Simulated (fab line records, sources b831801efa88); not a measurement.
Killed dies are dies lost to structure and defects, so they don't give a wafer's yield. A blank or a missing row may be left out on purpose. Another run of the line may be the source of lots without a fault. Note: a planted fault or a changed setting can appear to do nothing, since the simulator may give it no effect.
One fault through the eyes of 2 desks ; flow gf180mcu ; each desk holds nothing but its own numbers, with what lay behind them at the end

## METROLOGY DESK
Means of the sampled wafers that have a number, per lot and without regard to the tool the lot ran on: this is what the gauges read. Any lot whose mean is over 4 standard deviations away from the usual mean is out of limits and marked OUT; that distance is given in the brackets.
Columns: A = V5_CVD_00_THK at GF_V5_THK_MEAS_01, usual 301 nm
lot;first seen here;A
L311;day 26 21:07;301
L312;day 26 21:46;299
L313;day 27 06:33;298
L314;day 27 16:04;296
L315;day 27 23:08;303
L316;day 28 11:46;301
L317;day 28 16:10;304
L318;day 28 22:03;302
L330;day 32 06:28;299
L331;day 32 11:35;304
L332;day 32 18:32;300
L333;day 32 23:55;305
This desk's verdict: no lot among the 12 shows anything out of limits.

## THE TOOL OWNER'S DESK: cmp-02
The tool's own readings at GF_V5_CMP_04 (polishes SiO2): means of the sampled wafers that have a number, for each lot that ran on this tool. Any lot whose mean is over 4 standard deviations away from the usual mean is out of limits and marked OUT; that distance is given in the brackets.
Columns: A = motorCurrentA at GF_V5_CMP_04, usual 12.4 A
lot;first seen here;A
L311;day 26 21:34;12.3
L312;day 26 22:02;11.6
L315;day 27 23:24;12.4
L316;day 28 11:59;10.4
L317;day 28 16:23;12.2
L330;day 32 06:49;11.7
This desk's verdict: no lot among the 6 shows anything out of limits.

## PUT TOGETHER
From the metrology desk's view, nothing was out of limits.
The tool owner's desk saw nothing out of limits.

## WHAT WAS PUT IN BY THE SIMULATOR
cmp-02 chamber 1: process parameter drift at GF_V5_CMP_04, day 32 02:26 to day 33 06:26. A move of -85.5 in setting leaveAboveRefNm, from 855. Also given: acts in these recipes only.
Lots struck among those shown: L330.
